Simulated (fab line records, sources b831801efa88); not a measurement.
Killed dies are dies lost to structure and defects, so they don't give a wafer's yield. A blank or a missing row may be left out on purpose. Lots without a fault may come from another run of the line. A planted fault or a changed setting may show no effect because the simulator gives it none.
Which tool did it? | flow gf180mcu | 11 lots, 33 wafers sampled, at 6 steps of a route of 602

WHAT THE GAUGES READ, wafer by wafer
GF_M1_RS_MEAS_05: measures by four-point-probe.
lot  | measured     | on            | M1_ALCU_RS (ohm/sq)
L352 | day 16 08:55 | film_metro-01 | 0.0689 0.0684 0.0685
L353 | day 16 18:26 | film_metro-03 | 0.0687 0.0696 0.0694
L354 | day 17 07:02 | film_metro-02 | 0.0685 0.0693 0.0689
L357 | day 18 07:24 | film_metro-03 | 0.0686 0.0696 0.0685
L359 | day 19 03:27 | film_metro-02 | 0.0700 0.0688 0.0358
L360 | day 19 12:59 | film_metro-03 | 0.0687 0.0685 0.0356
L361 | day 19 19:47 | film_metro-03 | 0.0694 0.0360 0.0359
L370 | day 22 23:37 | film_metro-01 | 0.0696 0.0690 0.0698
L371 | day 23 05:49 | film_metro-02 | 0.0701 0.0693 0.0690
L373 | day 23 19:21 | film_metro-03 | 0.0696 0.0697 0.0704
L374 | day 24 00:41 | film_metro-02 | 0.0695 0.0699 0.0706

GF_M1_THK_MEAS_06: measures by xrf.
lot  | measured     | on            | M1_ALCU_THK (nm)
L352 | day 16 09:02 | film_metro-01 | 462 463 466
L353 | day 16 18:34 | film_metro-03 | 460 458 459
L354 | day 17 07:08 | film_metro-02 | 467 462 465
L357 | day 18 07:31 | film_metro-03 | 464 456 462
L359 | day 19 03:34 | film_metro-02 | 459 469 897
L360 | day 19 13:05 | film_metro-03 | 462 466 893
L361 | day 19 19:55 | film_metro-03 | 457 882 882
L370 | day 22 23:44 | film_metro-01 | 460 463 458
L371 | day 23 05:56 | film_metro-02 | 456 461 464
L373 | day 23 19:27 | film_metro-03 | 457 455 451
L374 | day 24 00:48 | film_metro-02 | 463 458 451

GF_V1_THK_MEAS_01.
lot  | measured     | on            | V1_CVD_00_THK (nm)
L352 | day 17 08:42 | film_metro-01 | 589 596 591
L353 | day 17 18:10 | film_metro-03 | 604 602 606
L354 | day 18 07:26 | film_metro-04 | 594 589 598
L357 | day 19 07:23 | film_metro-01 | 601 608 601
L359 | day 20 03:50 | film_metro-04 | 597 600
L360 | day 20 12:50 | film_metro-01 | 603 596
L361 | day 20 19:35 | film_metro-03 | 606
L370 | day 23 23:07 | film_metro-01 | 597 611 602
L371 | day 24 05:21 | film_metro-01 | 596 602 600
L373 | day 24 18:24 | film_metro-04 | 602 597 604
L374 | day 25 00:20 | film_metro-03 | 587 596 593

WHICH TOOL RAN EACH LOT (tool, then ch and the chambers of the sampled wafers, then the start)
lot  | GF_CONTACT_STRIP_18                  | GF_CONTACT_SPUTTER_22        | GF_M1_SPUTTER_02
L352 | plasma_asher-03 ch 0,1, day 16 07:43 | pvd_sputter-01, day 16 08:01 | pvd_sputter-04, day 16 08:50
L353 | plasma_asher-03 ch 0,1, day 16 17:14 | pvd_sputter-04, day 16 17:32 | pvd_sputter-02, day 16 18:21
L354 | plasma_asher-04 ch 1, day 17 05:49   | pvd_sputter-04, day 17 06:07 | pvd_sputter-02, day 17 06:55
L357 | plasma_asher-03 ch 0,1, day 18 06:07 | pvd_sputter-01, day 18 06:25 | pvd_sputter-02, day 18 07:19
L359 | plasma_asher-03 ch 0,1, day 19 02:14 | pvd_sputter-04, day 19 02:32 | pvd_sputter-02, day 19 03:20
L360 | plasma_asher-03 ch 0,1, day 19 11:46 | pvd_sputter-03, day 19 12:04 | pvd_sputter-02, day 19 12:52
L361 | plasma_asher-03 ch 0,1, day 19 18:19 | pvd_sputter-04, day 19 18:38 | pvd_sputter-02, day 19 19:42
L370 | plasma_asher-03 ch 0,1, day 22 22:25 | pvd_sputter-03, day 22 22:43 | pvd_sputter-02, day 22 23:31
L371 | plasma_asher-04 ch 0,1, day 23 04:37 | pvd_sputter-01, day 23 04:55 | pvd_sputter-04, day 23 05:44
L373 | plasma_asher-03 ch 0,1, day 23 18:08 | pvd_sputter-03, day 23 18:25 | pvd_sputter-02, day 23 19:13
L374 | plasma_asher-01 ch 0,1, day 23 23:28 | pvd_sputter-03, day 23 23:46 | pvd_sputter-02, day 24 00:35
- GF_CONTACT_STRIP_18: strips in O2/N2.
- GF_CONTACT_SPUTTER_22: material Ti, target thk 15 nm, time 80.02 s.
- GF_M1_SPUTTER_02: material AlCu, target thk 450 nm, time 23.9 s.

WHAT THE TOOLS THEMSELVES READ (means of the sampled wafers that have a number; where no wafer has one, the mark that the record gives instead)
GF_CONTACT_STRIP_18.
lot  | tool            | drypump_motor_current_A (A) | heater_power_w (W) | o2_flow_sccm (sccm) | oes_product_au (a.u.)
L352 | plasma_asher-03 | 6.13                        | 348                | 2997                | 0.577
L353 | plasma_asher-03 | 6.12                        | 362                | 3001                | 0.579
L354 | plasma_asher-04 | 6.19                        | 264                | 3002                | 0.575
L357 | plasma_asher-03 | 6.10                        | 361                | 2997                | 0.579
L359 | plasma_asher-03 | 6.11                        | 358                | 2991                | 0.581
L360 | plasma_asher-03 | 6.13                        | 346                | 2996                | 0.578
L361 | plasma_asher-03 | 6.13                        | 349                | 2999                | 0.583
L370 | plasma_asher-03 | 6.13                        | 365                | 3001                | 0.581
L371 | plasma_asher-04 | 6.02                        | 281                | 2997                | 0.578
L373 | plasma_asher-03 | 6.12                        | 351                | 2994                | 0.582
L374 | plasma_asher-01 | 6.18                        | 314                | 3002                | 0.580

GF_CONTACT_SPUTTER_22.
lot  | tool           | throttle_valve_pct (%)
L352 | pvd_sputter-01 | 29.8
L353 | pvd_sputter-04 | 30.8
L354 | pvd_sputter-04 | 31.1
L357 | pvd_sputter-01 | 29.3
L359 | pvd_sputter-04 | 30.9
L360 | pvd_sputter-03 | 29.1
L361 | pvd_sputter-04 | 31.6
L370 | pvd_sputter-03 | 29.6
L371 | pvd_sputter-01 | 29.4
L373 | pvd_sputter-03 | 29.1
L374 | pvd_sputter-03 | 29.1

GF_M1_SPUTTER_02.
lot  | tool           | throttle_valve_pct (%)
L352 | pvd_sputter-04 | 31.2
L353 | pvd_sputter-02 | 30.3
L354 | pvd_sputter-02 | 31.4
L357 | pvd_sputter-02 | 30.5
L359 | pvd_sputter-02 | 30.8
L360 | pvd_sputter-02 | 31.0
L361 | pvd_sputter-02 | 30.6
L370 | pvd_sputter-02 | 30.4
L371 | pvd_sputter-04 | 31.0
L373 | pvd_sputter-02 | 31.2
L374 | pvd_sputter-02 | 30.6

THE ANSWER, worked out from the rows above alone
Rule: what is usual is taken from the lots themselves. Put in order of their means at a reading, lots are off if they are a third of the lots or fewer, leave a main group of 4 or more, and stand apart from it by a gap of 3 or more times the standard deviation of the main group's means; of several such gaps the widest counts. A main group whose means are all the same, to the digits that the tables above print for the reading, isn't used. A lot without any number at a reading at which 4 lots or more have one is off too. The other lots that the step has rows for count as sound. The gauges are gone through in route order, then the tools' own readings, and for those a lot's mean is taken as printed above. The first step at which some lot is off is used, and at that step the reading that is off furthest; a lot without a number counts as furthest.
Off: L359, L360, L361, at GF_M1_RS_MEAS_05 (M1_ALCU_RS). The main group: mean 0.0693 ohm/sq, standard deviation 0.00046.
A tool fits if, at a process step before that reading, it ran every lot that is off, and no sound lot after the first of them. The gauges at GF_M1_RS_MEAS_05 are tried like those tools. None of those tried fits.

WHAT THE SIMULATOR HAD PUT IN
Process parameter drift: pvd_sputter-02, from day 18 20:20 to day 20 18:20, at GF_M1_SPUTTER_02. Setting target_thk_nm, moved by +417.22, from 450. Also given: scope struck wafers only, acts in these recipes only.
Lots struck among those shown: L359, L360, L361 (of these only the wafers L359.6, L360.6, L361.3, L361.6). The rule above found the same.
